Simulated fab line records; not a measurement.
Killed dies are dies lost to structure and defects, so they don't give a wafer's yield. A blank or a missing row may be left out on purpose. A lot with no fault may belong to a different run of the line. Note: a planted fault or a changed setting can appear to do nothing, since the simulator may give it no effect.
fab line records :: flow sfq_line :: part 2 of 2: steps 27 to 37 of 37
record:
  lots: 5
  wafers: 15
  last_day: 80
route steps=325 shown C5@246 M6@251 I6@266 M7@281
lots that met no fault: from a run of the same line without faults
start_h: start of the lot's first displayed wafer, in hours after the record's first day :: wait_h: hours elapsed since this lot's preceding step :: " repeats the value in the row above :: L1.1+2: a single row standing in for several wafers :: - no value, or no start was given :: * or withheld: withheld :: < > ~ a bound
route shown NAME@n: names a module that has steps shown in the file, with the first one's number in the route :: usual: the fault-free wafers' mean and standard deviation :: same: alike in all rows :: chamber/n: place in a boat :: sites: the reading at each site :: _std_site: how widely they spread, as a standard deviation :: _edge_site: outer sites' mean less inner sites' :: radius_mm: how far each site lies from the wafer's centre :: mask NAME#n: copy n :: behind: tool/chamber where the wafer was last shaped :: hold: why the lot was held/for how many hours/how that ended :: device: names the non-switching transistor (n, p or np) :: end of line: at the end of the route, the tests of the same wafers :: a step without rows: its recipe alone :: killed: dies lost to structure and defects at the first sort, not the wafer's yield :: map: a wafer's dies, marking killed ones x, the rest . and places with no die _
set.NAME: the run value of the setting; set.NAME@STEP: its run value at that earlier step :: model.NAME: the simulator's own value behind a step, which no gauge read
lots at some steps of the route; a table a step, a row a wafer
services: a tool's chamber out of use, with start hour (start_h, from the record's first day; less than 0 if before it), hours out, and reason
== steps ==
step: SFQ_TRILAYER_I6_VIA_LITHO_EXPOSE_170
recipe:
  mask_id: I6
  na: 0.6
  source_shape: conventional
  sigma_outer: 0.65
  target_cd_nm: 700
  dose_mj: 21.3
lot.wafer: L083.3+4+6
tool: krf_scanner-01
chamber: 0
start_h: 1748.65
wait_h: -
mask: I6#0

lot.wafer: L085.1+2+3
tool: krf_scanner-01
chamber: 0
start_h: 1754.25
wait_h: -
mask: I6#0

lot.wafer: L091.3+4+6
tool: krf_scanner-01
chamber: 0
start_h: 1775.05
wait_h: -
mask: I6#0

lot.wafer: L095.1+3+5
tool: krf_scanner-01
chamber: 0
start_h: 1783.05
wait_h: -
mask: I6#0

lot.wafer: L097.1+2+5
tool: krf_scanner-01
chamber: 0
start_h: 1786.65
wait_h: -
mask: I6#0
step: SFQ_TRILAYER_I6_VIA_LITHO_PEB_172
recipe:
  peb_temp_c: 115
  peb_time_s: 60
  resist: KrF
lot.wafer: L083.3+4+6
tool: litho_track-02
chamber: 0
start_h: 1749.50
wait_h: 0.7

lot.wafer: L085.1+2+3
tool: litho_track-02
chamber: 0
start_h: 1755.45
wait_h: 1.0

lot.wafer: L091.3+4+6
tool: litho_track-03
chamber: 0
start_h: 1775.90
wait_h: 0.7

lot.wafer: L095.1+3+5
tool: litho_track-02
chamber: 0
start_h: 1784.25
wait_h: 1.0

lot.wafer: L097.1+2+5
tool: litho_track-01
chamber: 0
start_h: 1787.85
wait_h: 1.0
step: SFQ_TRILAYER_I6_VIA_LITHO_DEVELOP_171
recipe:
  time_s: 60
  resist: KrF
lot.wafer: L083.3+4+6
tool: litho_track-02
chamber: 0
start_h: 1749.65
wait_h: 0.1

lot.wafer: L085.1+2+3
tool: litho_track-02
chamber: 0
start_h: 1755.60
wait_h: 0.1

lot.wafer: L091.3+4+6
tool: litho_track-03
chamber: 0
start_h: 1776.05
wait_h: 0.1

lot.wafer: L095.1+3+5
tool: litho_track-02
chamber: 0
start_h: 1784.40
wait_h: 0.1

lot.wafer: L097.1+2+5
tool: litho_track-01
chamber: 0
start_h: 1788.00
wait_h: 0.1
step: SFQ_I6_OVL_MEAS_942
usual:
  I6_OVL: -4/5.7
lot.wafer: L083.3
tool: overlay-02
chamber: -
start_h: 1749.76
wait_h: 0.1
I6_OVL[nm]: 10

lot.wafer: L083.4
tool: overlay-02
chamber: -
start_h: 1749.76
wait_h: 0.1
I6_OVL[nm]: 6

lot.wafer: L083.6
tool: overlay-02
chamber: -
start_h: 1749.76
wait_h: 0.1
I6_OVL[nm]: -1

lot.wafer: L085.1
tool: overlay-02
chamber: -
start_h: 1755.75
wait_h: 0.1
I6_OVL[nm]: -4

lot.wafer: L085.2
tool: overlay-02
chamber: -
start_h: 1755.75
wait_h: 0.1
I6_OVL[nm]: 3

lot.wafer: L085.3
tool: overlay-02
chamber: -
start_h: 1755.75
wait_h: 0.1
I6_OVL[nm]: 2

lot.wafer: L091.3
tool: overlay-02
chamber: -
start_h: 1776.16
wait_h: 0.1
I6_OVL[nm]: 2

lot.wafer: L091.4
tool: overlay-02
chamber: -
start_h: 1776.16
wait_h: 0.1
I6_OVL[nm]: -7

lot.wafer: L091.6
tool: overlay-02
chamber: -
start_h: 1776.16
wait_h: 0.1
I6_OVL[nm]: -2

lot.wafer: L095.1
tool: overlay-01
chamber: -
start_h: 1784.55
wait_h: 0.1
I6_OVL[nm]: -1

lot.wafer: L095.3
tool: overlay-01
chamber: -
start_h: 1784.55
wait_h: 0.1
I6_OVL[nm]: 2

lot.wafer: L095.5
tool: overlay-01
chamber: -
start_h: 1784.55
wait_h: 0.1
I6_OVL[nm]: -1

lot.wafer: L097.1
tool: overlay-01
chamber: -
start_h: 1788.15
wait_h: 0.1
I6_OVL[nm]: 5

lot.wafer: L097.2
tool: overlay-01
chamber: -
start_h: 1788.15
wait_h: 0.1
I6_OVL[nm]: 0

lot.wafer: L097.5
tool: overlay-01
chamber: -
start_h: 1788.15
wait_h: 0.1
I6_OVL[nm]: -6
step: SFQ_TRILAYER_I6_VIA_BARC_OPEN_VIA_ETCH_235
recipe:
  mask_material: PR
  chemistry: O2
  target_depth_nm: 125
  target: BARC
  source_w: 500
  bias_w: 80
  pressure_mtorr: 30
  time_s: 41.7
usual:
  drypump_motor_current_A: 5.7/0.55
  oes_product_au: 0.685/0.0044
lot.wafer: L083.3
tool: rie_diel-01
chamber: 1
start_h: 1749.79
wait_h: 0.0
drypump_motor_current_A: 6.2
oes_product_au: 0.686
rf_hours_counter_h: 14

lot.wafer: L083.4
tool: rie_diel-01
chamber: 0
start_h: 1749.79
wait_h: 0.0
drypump_motor_current_A: 6.6
oes_product_au: 0.698
rf_hours_counter_h: 19

lot.wafer: L083.6
tool: rie_diel-01
chamber: 3
start_h: 1749.79
wait_h: 0.0
drypump_motor_current_A: 6.0
oes_product_au: 0.685
rf_hours_counter_h: -

lot.wafer: L085.1
tool: rie_diel-04
chamber: 0
start_h: 1755.79
wait_h: 0.0
drypump_motor_current_A: 5.0
oes_product_au: 0.678
rf_hours_counter_h: 14

lot.wafer: L085.2
tool: rie_diel-04
chamber: 3
start_h: 1755.79
wait_h: 0.0
drypump_motor_current_A: 6.3
oes_product_au: 0.683
rf_hours_counter_h: 3

lot.wafer: L085.3
tool: rie_diel-04
chamber: 2
start_h: 1755.79
wait_h: 0.0
drypump_motor_current_A: 4.9
oes_product_au: 0.684
rf_hours_counter_h: 13

lot.wafer: L091.3
tool: rie_diel-04
chamber: 3
start_h: 1776.19
wait_h: 0.0
drypump_motor_current_A: 6.3
oes_product_au: 0.692
rf_hours_counter_h: 3

lot.wafer: L091.4
tool: rie_diel-04
chamber: 0
start_h: 1776.19
wait_h: 0.0
drypump_motor_current_A: 5.0
oes_product_au: 0.684
rf_hours_counter_h: 15

lot.wafer: L091.6
tool: rie_diel-04
chamber: 0
start_h: 1776.19
wait_h: 0.0
drypump_motor_current_A: 5.0
oes_product_au: 0.690
rf_hours_counter_h: -

lot.wafer: L095.1
tool: rie_diel-04
chamber: 3
start_h: 1784.59
wait_h: 0.0
drypump_motor_current_A: 6.3
oes_product_au: 0.690
rf_hours_counter_h: 3

lot.wafer: L095.3
tool: rie_diel-04
chamber: 0
start_h: 1784.59
wait_h: 0.0
drypump_motor_current_A: 5.0
oes_product_au: 0.688
rf_hours_counter_h: 15

lot.wafer: L095.5
tool: rie_diel-04
chamber: 3
start_h: 1784.59
wait_h: 0.0
drypump_motor_current_A: 6.3
oes_product_au: 0.691
rf_hours_counter_h: -

lot.wafer: L097.1
tool: rie_diel-01
chamber: 1
start_h: 1788.19
wait_h: 0.0
drypump_motor_current_A: 6.2
oes_product_au: 0.684
rf_hours_counter_h: 15

lot.wafer: L097.2
tool: rie_diel-01
chamber: 0
start_h: 1788.19
wait_h: 0.0
drypump_motor_current_A: 6.6
oes_product_au: 0.693
rf_hours_counter_h: 20

lot.wafer: L097.5
tool: rie_diel-01
chamber: 1
start_h: 1788.19
wait_h: 0.0
drypump_motor_current_A: 6.1
oes_product_au: 0.695
rf_hours_counter_h: -
step: SFQ_TRILAYER_I6_VIA_ETCH_VIA_ETCH_172
recipe:
  target: SiO2
  stop_on: Nb
  mask_material: PR
  taper_deg: 20
  chemistry: CHF3
  target_depth_nm: 260
  source_w: 500
  bias_w: 80
  pressure_mtorr: 30
  time_s: withheld
usual:
  drypump_motor_current_A: 5.7/0.55
  oes_product_au: 0.856/0.0051
lot.wafer: L083.3
tool: rie_diel-01
chamber: 1
start_h: 1749.83
wait_h: 0.0
drypump_motor_current_A: 6.2
oes_product_au: 0.860

lot.wafer: L083.4
tool: rie_diel-01
chamber: 0
start_h: 1749.83
wait_h: 0.0
drypump_motor_current_A: 6.6
oes_product_au: 0.859

lot.wafer: L083.6
tool: rie_diel-01
chamber: 3
start_h: 1749.83
wait_h: 0.0
drypump_motor_current_A: 6.1
oes_product_au: 0.863

lot.wafer: L085.1
tool: rie_diel-04
chamber: 0
start_h: 1755.83
wait_h: 0.0
drypump_motor_current_A: 5.0
oes_product_au: 0.862

lot.wafer: L085.2
tool: rie_diel-04
chamber: 3
start_h: 1755.83
wait_h: 0.0
drypump_motor_current_A: 6.3
oes_product_au: 0.859

lot.wafer: L085.3
tool: rie_diel-04
chamber: 2
start_h: 1755.83
wait_h: 0.0
drypump_motor_current_A: 4.9
oes_product_au: 0.867

lot.wafer: L091.3
tool: rie_diel-04
chamber: 3
start_h: 1776.23
wait_h: 0.0
drypump_motor_current_A: 6.3
oes_product_au: 0.866

lot.wafer: L091.4
tool: rie_diel-04
chamber: 0
start_h: 1776.23
wait_h: 0.0
drypump_motor_current_A: 5.0
oes_product_au: 0.853

lot.wafer: L091.6
tool: rie_diel-04
chamber: 0
start_h: 1776.23
wait_h: 0.0
drypump_motor_current_A: 5.0
oes_product_au: 0.856

lot.wafer: L095.1
tool: rie_diel-04
chamber: 3
start_h: 1784.63
wait_h: 0.0
drypump_motor_current_A: 6.3
oes_product_au: 0.854

lot.wafer: L095.3
tool: rie_diel-04
chamber: 0
start_h: 1784.63
wait_h: 0.0
drypump_motor_current_A: 5.0
oes_product_au: 0.862

lot.wafer: L095.5
tool: rie_diel-04
chamber: 3
start_h: 1784.63
wait_h: 0.0
drypump_motor_current_A: 6.3
oes_product_au: 0.848

lot.wafer: L097.1
tool: rie_diel-01
chamber: 1
start_h: 1788.23
wait_h: 0.0
drypump_motor_current_A: 6.2
oes_product_au: 0.851

lot.wafer: L097.2
tool: rie_diel-01
chamber: 0
start_h: 1788.23
wait_h: 0.0
drypump_motor_current_A: 6.6
oes_product_au: 0.849

lot.wafer: L097.5
tool: rie_diel-01
chamber: 1
start_h: 1788.23
wait_h: 0.0
drypump_motor_current_A: 6.2
oes_product_au: 0.860
step: SFQ_TRILAYER_I6_VIA_STRIP_STRIP_173
recipe:
  gas: O2
  power_w: 200
  platen_temp_c: 40
  overash_fraction: 0.65
  chemistry: O2
  pressure_mtorr: 50
usual:
  drypump_motor_current_A: 5.8/0.62
  oes_product_au: 1.003/0.0095
lot.wafer: L083.3
tool: rie_metal-02
chamber: 0
start_h: 1750.14
wait_h: -
drypump_motor_current_A: 6.6
oes_product_au: 1.008
rf_hours_counter_h: -

lot.wafer: L083.4
tool: rie_metal-02
chamber: 1
start_h: 1750.14
wait_h: -
drypump_motor_current_A: 6.3
oes_product_au: 1.002
rf_hours_counter_h: -

lot.wafer: L083.6
tool: rie_metal-02
chamber: 1
start_h: 1750.14
wait_h: -
drypump_motor_current_A: 6.3
oes_product_au: 1.001
rf_hours_counter_h: -

lot.wafer: L085.1
tool: rie_metal-04
chamber: 0
start_h: 1755.94
wait_h: -
drypump_motor_current_A: 5.6
oes_product_au: 1.006
rf_hours_counter_h: 49

lot.wafer: L085.2
tool: rie_metal-04
chamber: 1
start_h: 1755.94
wait_h: -
drypump_motor_current_A: 4.8
oes_product_au: 1.008
rf_hours_counter_h: 32

lot.wafer: L085.3
tool: rie_metal-04
chamber: 1
start_h: 1755.94
wait_h: -
drypump_motor_current_A: 4.8
oes_product_au: 1.006
rf_hours_counter_h: -

lot.wafer: L091.3
tool: rie_metal-02
chamber: 1
start_h: 1776.99
wait_h: -
drypump_motor_current_A: 6.3
oes_product_au: 1.007
rf_hours_counter_h: -

lot.wafer: L091.4
tool: rie_metal-02
chamber: 1
start_h: 1776.99
wait_h: -
drypump_motor_current_A: 6.3
oes_product_au: 1.016
rf_hours_counter_h: -

lot.wafer: L091.6
tool: rie_metal-02
chamber: 1
start_h: 1776.99
wait_h: -
drypump_motor_current_A: 6.3
oes_product_au: 0.997
rf_hours_counter_h: -

lot.wafer: L095.1
tool: rie_metal-02
chamber: 1
start_h: 1784.74
wait_h: -
drypump_motor_current_A: 6.3
oes_product_au: 0.993
rf_hours_counter_h: 39

lot.wafer: L095.3
tool: rie_metal-02
chamber: 1
start_h: 1784.74
wait_h: -
drypump_motor_current_A: 6.3
oes_product_au: 0.991
rf_hours_counter_h: -

lot.wafer: L095.5
tool: rie_metal-02
chamber: 1
start_h: 1784.74
wait_h: -
drypump_motor_current_A: 6.3
oes_product_au: 0.992
rf_hours_counter_h: -

lot.wafer: L097.1
tool: rie_metal-04
chamber: 1
start_h: 1788.34
wait_h: -
drypump_motor_current_A: 4.8
oes_product_au: 1.012
rf_hours_counter_h: 37

lot.wafer: L097.2
tool: rie_metal-04
chamber: 0
start_h: 1788.34
wait_h: -
drypump_motor_current_A: 5.7
oes_product_au: 1.003
rf_hours_counter_h: 54

lot.wafer: L097.5
tool: rie_metal-04
chamber: 1
start_h: 1788.34
wait_h: -
drypump_motor_current_A: 4.8
oes_product_au: 1.009
rf_hours_counter_h: -
step: SFQ_TRILAYER_I6_VIA_STRIP_SOLV_CLEAN_174
recipe:
  chemistry: NMP
  temp_c: 70
  time_s: 600
lot.wafer: L083.3+4+6
tool: wet_bench-04
chamber: 7,1,4
start_h: 1750.54
wait_h: 0.2

lot.wafer: L085.1+2+3
tool: wet_bench-02
chamber: 0,5,4
start_h: 1756.54
wait_h: 0.4

lot.wafer: L091.3+4+6
tool: wet_bench-03
chamber: 1,3,4
start_h: 1777.79
wait_h: 0.6

lot.wafer: L095.1+3+5
tool: wet_bench-04
chamber: 5,4,7
start_h: 1785.94
wait_h: 1.0

lot.wafer: L097.1+2+5
tool: wet_bench-02
chamber: 3,0,4
start_h: 1788.94
wait_h: 0.4
step: SFQ_TRILAYER_M7_DEP_PRE_CLEAN_176
recipe:
  gas: Ar
  time_s: 22.5
  bias_v: 250
lot.wafer: L083.3+4+6
tool: pvd_sputter-04
chamber: -
start_h: 1750.73
wait_h: 0.0

lot.wafer: L085.1+2+3
tool: pvd_sputter-04
chamber: -
start_h: 1756.72
wait_h: 0.0

lot.wafer: L091.3+4+6
tool: pvd_sputter-05
chamber: -
start_h: 1777.96
wait_h: 0.0

lot.wafer: L095.1+3+5
tool: pvd_sputter-03
chamber: -
start_h: 1786.12
wait_h: 0.0

lot.wafer: L097.1+2+5
tool: pvd_sputter-05
chamber: -
start_h: 1789.12
wait_h: 0.0
step: SFQ_TRILAYER_M7_DEP_SPUTTER_175
recipe:
  material: Nb
  base_pressure_pa: 1.33e-06
  chamber_pressure_pa: 0.1333
  substrate_temp_c: 20
  target_thk_nm: 200
  power_w: 2000
  time_s: 133.3
usual:
  base_pressure_pa: 1.33e-06/8.1e-08
  throttle_valve_pct: 30.0/1.1
lot.wafer: L083.3
tool: pvd_sputter-04
chamber: -
start_h: 1750.76
wait_h: 0.0
base_pressure_pa: 1.36e-06
throttle_valve_pct: 29.2

lot.wafer: L083.4
tool: pvd_sputter-04
chamber: -
start_h: 1750.76
wait_h: 0.0
base_pressure_pa: 1.33e-06
throttle_valve_pct: 32.2

lot.wafer: L083.6
tool: pvd_sputter-04
chamber: -
start_h: 1750.76
wait_h: 0.0
base_pressure_pa: 1.36e-06
throttle_valve_pct: 30.8

lot.wafer: L085.1
tool: pvd_sputter-04
chamber: -
start_h: 1756.75
wait_h: 0.0
base_pressure_pa: 1.23e-06
throttle_valve_pct: 30.7

lot.wafer: L085.2
tool: pvd_sputter-04
chamber: -
start_h: 1756.75
wait_h: 0.0
base_pressure_pa: 1.36e-06
throttle_valve_pct: 28.9

lot.wafer: L085.3
tool: pvd_sputter-04
chamber: -
start_h: 1756.75
wait_h: 0.0
base_pressure_pa: 1.4e-06
throttle_valve_pct: 32.3

lot.wafer: L091.3
tool: pvd_sputter-05
chamber: -
start_h: 1777.99
wait_h: 0.0
base_pressure_pa: 1.34e-06
throttle_valve_pct: 29.5

lot.wafer: L091.4
tool: pvd_sputter-05
chamber: -
start_h: 1777.99
wait_h: 0.0
base_pressure_pa: 1.51e-06
throttle_valve_pct: 29.1

lot.wafer: L091.6
tool: pvd_sputter-05
chamber: -
start_h: 1777.99
wait_h: 0.0
base_pressure_pa: 1.22e-06
throttle_valve_pct: 28.9

lot.wafer: L095.1
tool: pvd_sputter-03
chamber: -
start_h: 1786.15
wait_h: 0.0
base_pressure_pa: 1.41e-06
throttle_valve_pct: 29.5

lot.wafer: L095.3
tool: pvd_sputter-03
chamber: -
start_h: 1786.15
wait_h: 0.0
base_pressure_pa: 1.4e-06
throttle_valve_pct: 29.1

lot.wafer: L095.5
tool: pvd_sputter-03
chamber: -
start_h: 1786.15
wait_h: 0.0
base_pressure_pa: 1.32e-06
throttle_valve_pct: 29.3

lot.wafer: L097.1
tool: pvd_sputter-05
chamber: -
start_h: 1789.15
wait_h: 0.0
base_pressure_pa: 1.41e-06
throttle_valve_pct: 28.9

lot.wafer: L097.2
tool: pvd_sputter-05
chamber: -
start_h: 1789.15
wait_h: 0.0
base_pressure_pa: 1.25e-06
throttle_valve_pct: 29.4

lot.wafer: L097.5
tool: pvd_sputter-05
chamber: -
start_h: 1789.15
wait_h: 0.0
base_pressure_pa: 1.45e-06
throttle_valve_pct: 29.3
step: SFQ_M7_RS_MEAS_943
recipe:
  thk_meas_gauge: four-point-probe
  reads: Nb_of_TRILAYER_M7_DEP_SPUTTER_175
usual:
  M7_NB_RS: 0.891/0.012
lot.wafer: L083.3
tool: film_metro-03
chamber: -
start_h: 1750.89
wait_h: 0.1
M7_NB_RS[ohm/sq]: 0.895

lot.wafer: L083.4
tool: film_metro-03
chamber: -
start_h: 1750.89
wait_h: 0.1
M7_NB_RS[ohm/sq]: 0.882

lot.wafer: L083.6
tool: film_metro-03
chamber: -
start_h: 1750.89
wait_h: 0.1
M7_NB_RS[ohm/sq]: 0.888

lot.wafer: L085.1
tool: film_metro-03
chamber: -
start_h: 1756.84
wait_h: 0.0
M7_NB_RS[ohm/sq]: 0.898

lot.wafer: L085.2
tool: film_metro-03
chamber: -
start_h: 1756.84
wait_h: 0.0
M7_NB_RS[ohm/sq]: 0.897

lot.wafer: L085.3
tool: film_metro-03
chamber: -
start_h: 1756.84
wait_h: 0.0
M7_NB_RS[ohm/sq]: 0.882

lot.wafer: L091.3
tool: film_metro-01
chamber: -
start_h: 1778.12
wait_h: 0.1
M7_NB_RS[ohm/sq]: 0.909

lot.wafer: L091.4
tool: film_metro-01
chamber: -
start_h: 1778.12
wait_h: 0.1
M7_NB_RS[ohm/sq]: 0.907

lot.wafer: L091.6
tool: film_metro-01
chamber: -
start_h: 1778.12
wait_h: 0.1
M7_NB_RS[ohm/sq]: 0.919

lot.wafer: L095.1
tool: film_metro-01
chamber: -
start_h: 1786.24
wait_h: 0.0
M7_NB_RS[ohm/sq]: 0.877

lot.wafer: L095.3
tool: film_metro-01
chamber: -
start_h: 1786.24
wait_h: 0.0
M7_NB_RS[ohm/sq]: 0.877

lot.wafer: L095.5
tool: film_metro-01
chamber: -
start_h: 1786.24
wait_h: 0.0
M7_NB_RS[ohm/sq]: 0.885

lot.wafer: L097.1
tool: film_metro-01
chamber: -
start_h: 1789.24
wait_h: 0.0
M7_NB_RS[ohm/sq]: 0.910

lot.wafer: L097.2
tool: film_metro-01
chamber: -
start_h: 1789.24
wait_h: 0.0
M7_NB_RS[ohm/sq]: 0.900

lot.wafer: L097.5
tool: film_metro-01
chamber: -
start_h: 1789.24
wait_h: 0.0
M7_NB_RS[ohm/sq]: 0.895
== services ==
tool: rie_metal-04
chamber: -
start_h: 1556.38
hours: 14.6
kind: pm

tool: pvd_sputter-04
chamber: -
start_h: 1568.19
hours: 1.5
kind: repair

tool: rie_diel-04
chamber: -
start_h: 1585.16
hours: 2.8
kind: pm

tool: pvd_sputter-04
chamber: -
start_h: 1593.58
hours: 2.0
kind: repair

tool: pvd_sputter-05
chamber: -
start_h: 1595.69
hours: 2.0
kind: repair

tool: rie_diel-04
chamber: -
start_h: 1602.38
hours: 4.0
kind: pm

tool: rie_diel-03
chamber: 2
start_h: 1602.46
hours: 5.0
kind: repair

tool: rie_diel-04
chamber: 0
start_h: 1608.97
hours: 2.8
kind: repair

tool: rie_diel-04
chamber: 0
start_h: 1619.37
hours: 2.6
kind: repair

tool: rie_diel-04
chamber: 1
start_h: 1636.25
hours: 22.5
kind: repair

tool: krf_scanner-01
chamber: -
start_h: 1636.55
hours: 41.5
kind: repair

tool: krf_scanner-01
chamber: -
start_h: 1637.76
hours: 1.4
kind: repair

tool: krf_scanner-01
chamber: -
start_h: 1642.09
hours: 0.6
kind: repair

tool: pvd_sputter-05
chamber: -
start_h: 1643.40
hours: 3.2
kind: repair

tool: rie_diel-04
chamber: 0
start_h: 1644.56
hours: 8.0
kind: repair

tool: pvd_sputter-04
chamber: -
start_h: 1646.25
hours: 0.6
kind: repair

tool: rie_diel-04
chamber: 3
start_h: 1646.49
hours: 10.4
kind: repair

tool: krf_scanner-01
chamber: -
start_h: 1678.00
hours: 1.3
kind: pm

tool: krf_scanner-01
chamber: -
start_h: 1679.30
hours: 1.0
kind: pm

tool: rie_diel-04
chamber: 1
start_h: 1714.83
hours: 8.5
kind: repair

tool: rie_metal-01
chamber: 1
start_h: 1763.97
hours: 1.0
kind: repair

tool: rie_metal-04
chamber: -
start_h: 1770.23
hours: 1.9
kind: repair

tool: rie_metal-04
chamber: -
start_h: 1770.55
hours: 0.5
kind: repair

tool: rie_metal-01
chamber: -
start_h: 1774.68
hours: 4.0
kind: pm
